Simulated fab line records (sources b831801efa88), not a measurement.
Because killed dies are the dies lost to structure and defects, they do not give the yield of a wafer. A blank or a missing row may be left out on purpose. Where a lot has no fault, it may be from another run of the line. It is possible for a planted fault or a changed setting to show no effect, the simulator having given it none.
Problem report in the 8D (eight disciplines) form, filled by code || flow gf180mcu || the parts of the form that need people (team, actions taken, sign-off) are left out

== 1. WHAT WENT WRONG ==
Wafers without a fault read 12.62 s, standard deviation 0.037; strip-time-to-endpoint-s at GF_SAB_STRIP_13 reads a mean of 13.02 s on 4 wafers belonging to 3 lots. That is +11 standard deviations from the usual mean.
The step: strips in O2/N2.
The first sign was on wafer L793.6 at day 21 18:42, on plasma-asher-01. The record has a number at this step for 36 wafers belonging to 12 lots. By rule, "out" or "out of limits" means more than 4 standard deviations away from the usual mean. All remaining wafers that have a number are taken as sound.

== 2. WHAT IT IS, WHAT IT ISN'T ==
{"question": "which readings at this step", "is": "strip-time-to-endpoint-s", "is not": "drypump-motor-current-A, heater-power-w, o2-flow-sccm"}
{"question": "which lots", "is": "L793, L794, L797", "is not": "L775, L776, L778, L779, L782, L784, L785, L787, L791"}
{"question": "which wafers of those lots", "is": "L793.6, L794.6, L797.1, L797.6", "is not": "L793.2, L793.4, L794.3, L794.5, L797.5"}
{"question": "read on which tools", "is": "plasma-asher-01, plasma-asher-03, plasma-asher-04", "is not": "-"}
{"question": "when", "is": "from day 21 18:42", "is not": "up to then (29 sound wafers); but 3 sound wafers of L794, L797 came after"}

== 3. THE SUSPECTS, EACH WITH WHAT RULES IT OUT ==
Counting: any tool at a process step up to the reading remains a suspect provided it ran every lot that is out. Sound lots after the first of them don't rule it out here, since some wafers of a struck lot are sound.
- litho-track-03 at GF_SAB_COAT_04 (resist thk 1000 nm): kept. It ran every lot that is out, first L793 (day 21 06:14); its last sound lot up to then is L791 (day 20 11:31).
Left after counting: litho-track-03 at GF_SAB_COAT_04.

== 4. THE CAUSE (what the simulator had put in) ==
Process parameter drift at GF_SAB_COAT_04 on litho-track-03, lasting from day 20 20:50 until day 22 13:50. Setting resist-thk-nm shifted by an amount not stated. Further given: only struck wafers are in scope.
Only this tool survived the counting.

== 5. SEQUENCE OF EFFECTS, ordered by route ==
Rows list readings where the struck wafers' mean (over those with a number) sits beyond 3 standard deviations from the usual. Readings are gone through only where the record gives a usual standard deviation; hours: the median, over the lots, of the time from a lot's start at the first step in this table giving one to that lot's start at this step; sigmas: the change measured in usual standard deviations.
{"hours": 0, "step": "GF_SAB_STRIP_13", "reading": "strip-time-to-endpoint-s", "usual": "12.62 s", "on struck wafers": 13.02, "change": "+0.40", "sigmas": "+11"}
Its process steps:
- GF_SAB_STRIP_13: strips in O2/N2.
At these later measuring or inspecting steps, every struck wafer for which the step has a row has a number for every such reading, and none has moved that far: GF_CONTACT_OVL_MEAS_15.

== 6. WHAT WOULD HAVE CAUGHT IT SOONER ==
The fault began at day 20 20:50; the first out-of-limits reading in this record came at day 21 18:42, 22 hours later.
Tool readings at GF_SAB_COAT_04 with a usual standard deviation given in the record: none out on any struck wafer, hence no alarm at a limit of 4 standard deviations on them.
L797, from the lots that are out (3), started GF_SAB_COAT_04 on litho-track-03 later than day 21 18:42. A hold on the tool at that time would have spared it.
